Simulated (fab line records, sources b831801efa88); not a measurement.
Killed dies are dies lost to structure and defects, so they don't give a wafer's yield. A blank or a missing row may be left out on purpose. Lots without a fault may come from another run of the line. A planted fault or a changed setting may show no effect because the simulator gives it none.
Which tool did it? | flow gf180mcu | 14 lots, 42 wafers sampled, at 1 step of a route of 602

WHAT THE GAUGES READ, wafer by wafer
GF_V5_THK_MEAS_01.
lot  | measured     | on            | V5_CVD_00_THK (nm)
L981 | day 27 12:15 | film_metro-03 | 298 297 297
L983 | day 27 23:52 | film_metro-03 | 298 299 292
L984 | day 28 13:46 | film_metro-03 | 296 296 299
L985 | day 28 22:59 | film_metro-02 | 303 299 301
L986 | day 29 02:19 | film_metro-03 | 301 308 303
L988 | day 29 12:17 | film_metro-01 | 299 300 296
L989 | day 29 22:38 | film_metro-03 | 299 299 299
L990 | day 30 00:50 | film_metro-01 | 301 308 304
L991 | day 30 07:34 | film_metro-03 | 303 303 307
L993 | day 30 20:22 | film_metro-01 | 300 298 295
L997 | day 32 03:16 | film_metro-03 | 302 302 304
L100 | day 32 19:02 | film_metro-03 | 301 296 301
L101 | day 33 04:58 | film_metro-03 | 302 308 309
L103 | day 33 12:26 | film_metro-01 | 297 297 300

WHICH TOOL RAN EACH LOT (tool, then ch and the chambers of the sampled wafers, then the start)
The record holds no process step before these readings.

WHAT THE TOOLS THEMSELVES READ (means of the sampled wafers that have a number; where no wafer has one, the mark that the record gives instead)
The record holds no such reading with a usual standard deviation.

THE ANSWER, worked out from the rows above alone
Rule: what is usual is taken from the lots themselves. Put in order of their means at a reading, lots are off if they are a third of the lots or fewer, leave a main group of 4 or more, and stand apart from it by a gap of 3 or more times the standard deviation of the main group's means; of several such gaps the widest counts. A main group whose means are all the same, to the digits that the tables above print for the reading, isn't used. A lot without any number at a reading at which 4 lots or more have one is off too. The other lots that the step has rows for count as sound. The gauges are gone through in route order, then the tools' own readings, and for those a lot's mean is taken as printed above. The first step at which some lot is off is used, and at that step the reading that is off furthest; a lot without a number counts as furthest.
No lot is off at any reading shown: from this, nothing can be told.

WHAT THE SIMULATOR HAD PUT IN
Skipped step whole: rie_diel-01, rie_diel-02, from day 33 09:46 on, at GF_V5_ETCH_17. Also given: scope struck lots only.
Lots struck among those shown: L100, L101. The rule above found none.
